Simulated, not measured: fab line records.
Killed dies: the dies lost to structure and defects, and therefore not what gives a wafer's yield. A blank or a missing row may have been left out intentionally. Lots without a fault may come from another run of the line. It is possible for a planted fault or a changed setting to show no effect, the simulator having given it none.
The tool behind it: which one? | flow gf180mcu | 14 lots, 42 wafers sampled, at 2 steps of a route of 602

WHAT EACH GAUGE READ, for each wafer
GF_CONTACT_BOW_MEAS_05. Usual: CONTACT_BOW typically reads 66 um, with standard deviation 7.7.
lot  | measured     | on           | CONTACT_BOW (um) | flag
L235 | day 15 12:07 | filmMetro-04 | 73 71 72         | 
L236 | day 16 07:33 | filmMetro-01 | 64 60 69         | 
L237 | day 16 17:07 | filmMetro-03 | 70 55 61         | 
L238 | day 16 18:56 | filmMetro-04 | 55 69 67         | 
L239 | day 17 01:14 | filmMetro-03 | 65 54 56         | 
L240 | day 17 04:49 | filmMetro-03 | 51 67 67         | 
L247 | day 19 23:23 | filmMetro-04 | 58 63 61         | 
L248 | day 20 07:13 | filmMetro-03 | 66 62 65         | 
L249 | day 20 13:20 | filmMetro-04 | 63 60 73         | 
L250 | day 21 03:40 | filmMetro-01 | 73 74 74         | 
L252 | day 21 21:38 | filmMetro-01 | 76 66 57         | 
L253 | day 22 04:16 | filmMetro-01 | 53 66 54         | 
L254 | day 22 10:38 | filmMetro-01 | 75 71 77         | 
L255 | day 22 15:57 | filmMetro-04 | 70 63 65         | 

GF_CONTACT_OVL_MEAS_15. Usual: CONTACT_OVL typically reads -2 nm, with standard deviation 5.3.
lot  | measured     | on         | CONTACT_OVL (nm) | flag
L235 | day 16 09:29 | overlay-01 | 0 -5 2           | 
L236 | day 17 06:04 | overlay-01 | -2 2 -8          | 
L237 | day 17 15:53 | overlay-01 | 8 6 8            | 
L238 | day 17 18:59 | overlay-01 | -3 -7 -7         | 
L239 | day 18 00:20 | overlay-02 | -8 -2 -13        | 
L240 | day 18 03:47 | overlay-02 | -7 -7 -7         | 
L247 | day 20 23:56 | overlay-01 | 2 -6 3           | 
L248 | day 21 07:11 | overlay-01 | 1 -1 -3          | 
L249 | day 21 13:38 | overlay-01 | 2 6 1            | 
L250 | day 22 03:41 | overlay-01 | -8 -4 -4         | 
L252 | day 23 09:45 | overlay-01 | -3 -2 1          | 
L253 | day 23 11:47 | overlay-02 | 4 3 2            | 
L254 | day 23 14:11 | overlay-01 | -3 -6 -14        | 
L255 | day 23 15:23 | overlay-01 | -3 -5 -9         | 

EACH LOT AND THE TOOL THAT RAN IT (in order: tool; ch and the chambers of the sampled wafers; start)
Before these readings, the record contains no process step.

WHAT THE TOOLS THEMSELVES READ (means of the sampled wafers that have a number; where no wafer has one, the mark that the record gives instead)
The record holds no such reading with a usual standard deviation.

THE ANSWER, worked out from the rows above alone
Rule: take the mean of a lot's wafers that have a number; if it is more than 3 standard deviations from the usual mean, the lot is off. A lot without any number at a reading at which 4 lots or more have one is off too. The other lots that the step has rows for count as sound. First the gauges in route order, then the tools' own readings, where a lot's mean is used as printed above. At the first step where some lot is off, the reading lying furthest off is the one used; lots without a number count as furthest.
Nothing can be told from this: no lot is off at any reading shown.

WHAT WAS PUT IN BY THE SIMULATOR
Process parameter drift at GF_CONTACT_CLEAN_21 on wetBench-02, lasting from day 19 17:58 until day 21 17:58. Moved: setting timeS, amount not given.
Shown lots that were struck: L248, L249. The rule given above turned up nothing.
